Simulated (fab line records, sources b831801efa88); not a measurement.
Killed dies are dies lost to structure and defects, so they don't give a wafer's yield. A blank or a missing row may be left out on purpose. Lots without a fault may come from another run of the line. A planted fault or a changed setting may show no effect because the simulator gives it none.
A struck lot beside a sound one | flow sky130 | 16 steps out of a route of 708
Sound: wafers L627.2, L627.3, L627.5. Struck: wafers L638.1, L638.2, L638.4. The cause comes at the end.
At each step with rows: each side's tool, then ch and its chambers, then its first start. Under that, the readings that differ: sound wafers | struck wafers | difference of the means | sigmas: that difference in standard deviations of wafers without a fault.
alike: readings whose means differ by less than 2 such deviations, and words and numbers that are the same on both sides. not compared: withheld readings, readings that some wafer has no value for, bounds like >300 that may hide the same value, and numbers for which the record gives no deviation and whose values overlap.
The two part at a step that has a row with sigmas, a row that says differs or no value, or rows on one side only. Numbers that don't overlap but have no deviation are shown without sigmas and don't part them. A reading that every wafer of one side lacks parts them only if that side has two wafers or more.

first, 3 steps without rows for these wafers: SKY_METAL2_EXPOSE_12 (exposes mask MM2, target cd 140 nm); SKY_METAL2_PEB_13; SKY_METAL2_DEVELOP_14 (develop time 58.7 s).
SKY_METAL2_CD_MEAS_15: target cd 140 nm.
  sound on cd_sem-02, day 36 21:41; struck on cd_sem-01, day 39 12:40
  alike: cd_nm
SKY_METAL2_OVL_MEAS_16:
  sound on overlay-02, day 36 21:48; struck on overlay-02, day 39 12:47
  alike: METAL2_OVL
SKY_METAL2_DESCUM_17: chemistry O2, time 8 s.
  sound on rie_metal-04 ch 0,1, day 36 21:50; struck on rie_metal-02 ch 0,1, day 39 12:50
  alike: drypump_motor_current_A, oes_product_au
  not compared: rf_hours_counter_h
SKY_METAL2_ETCH_18: etches BARC in N2/H2, stops on SiO2, time 45.9 s, target depth 60 nm.
  sound on rie_metal-04 ch 0,1, day 36 21:52; struck on rie_metal-02 ch 0,1, day 39 12:52
  alike: drypump_motor_current_A, oes_product_au, throttle_valve_pct
  not compared: rf_hours_counter_h
SKY_METAL2_METAL_ETCH_19: etches the open film in Cl2/BCl3, stops on SiO2, target depth 360 nm, time 78 s.
  sound on rie_metal-04 ch 0,1, day 36 21:55; struck on rie_metal-02 ch 0,1, day 39 12:55
  alike: bcl3_flow_sccm, drypump_motor_current_A, oes_product_au, throttle_valve_pct
  not compared: rf_hours_counter_h
SKY_METAL2_STRIP_20: strips in O2/N2.
  sound on plasma_asher-01 ch 0,1, day 36 22:01; struck on plasma_asher-02 ch 0,1, day 39 13:01
  alike: drypump_motor_current_A, oes_product_au, strip_time_to_endpoint_s
  not compared: rf_hours_counter_h
then, 3 steps without rows for these wafers: SKY_METAL2_STRIP_21 (strips in post etch residue remover, time 1200 s); SKY_METAL2_CLEAN_22 (cleans in IPA, time 180 s); SKY_METAL2_CLEAN_23 (cleans in O3/DIW).
SKY_VIA2_HDPCVD_00: deposits SiO2, target thk 1180 nm, time 196.7 s.
  sound on hdpcvd-02 ch 1,2, day 36 22:40; struck on hdpcvd-01 ch 0,1,2, day 39 14:01
  reading                                  | sound             | struck            | difference | sigmas
  sih4_flow_sccm (sccm)                    | 59.93 60.33 59.92 | 72.39 72.11 71.92 | +12.08     | +64
  model.SiO2_of_VIA2_HDPCVD_00.thk_nm (nm) | 1187 1184 1186    | 1409 1409 1404    | +222       |
SKY_VIA2_THK_MEAS_01:
  sound on film_metro-04, day 36 22:48; struck on film_metro-03, day 39 14:08
  reading              | sound          | struck         | difference | sigmas
  VIA2_HDPCVD_THK (nm) | 1187 1185 1187 | 1408 1408 1404 | +220       | +20
SKY_VIA2_CMP_02: polishes SiO2.
  sound on cmp-02 ch 0,1,2, day 36 22:51; struck on cmp-02 ch 0,1,2, day 39 14:17
  alike: head_pressure_psi, motor_current_A
-- the record jumps here: 10 days lie between the struck wafers' starts before and after (it left off in module VIA2 and takes up again in module PAD_OPEN, whose first step shown is number 708 of the route) --
SKY_PAD_OPEN_PROBE_99:
  sound on prober-01, day 47 03:21; struck on prober-02, day 49 03:00
  alike: defect_limited_yield, killed_at_M0_to_M3, killed_at_M4_up, killed_at_contacts, killed_at_front_end, killed_at_other, killed_dies, killed_on_rim, killed_open, killed_short, sort_bin_3_pad_short, sort_bin_5_function, sort_bin_6_memory, sort_n_pass, sort_yield_pct

WHERE THEY PART
First at SKY_VIA2_HDPCVD_00; last, within this record, at SKY_VIA2_THK_MEAS_01. Later steps at which nothing parts them and some readings are alike: SKY_VIA2_CMP_02, SKY_PAD_OPEN_PROBE_99.

WHY: what the simulator had put in
Process parameter drift: hdpcvd-01, from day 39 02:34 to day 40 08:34, at SKY_VIA2_HDPCVD_00. Setting sih4_flow_sccm, moved by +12, from 60. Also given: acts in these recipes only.
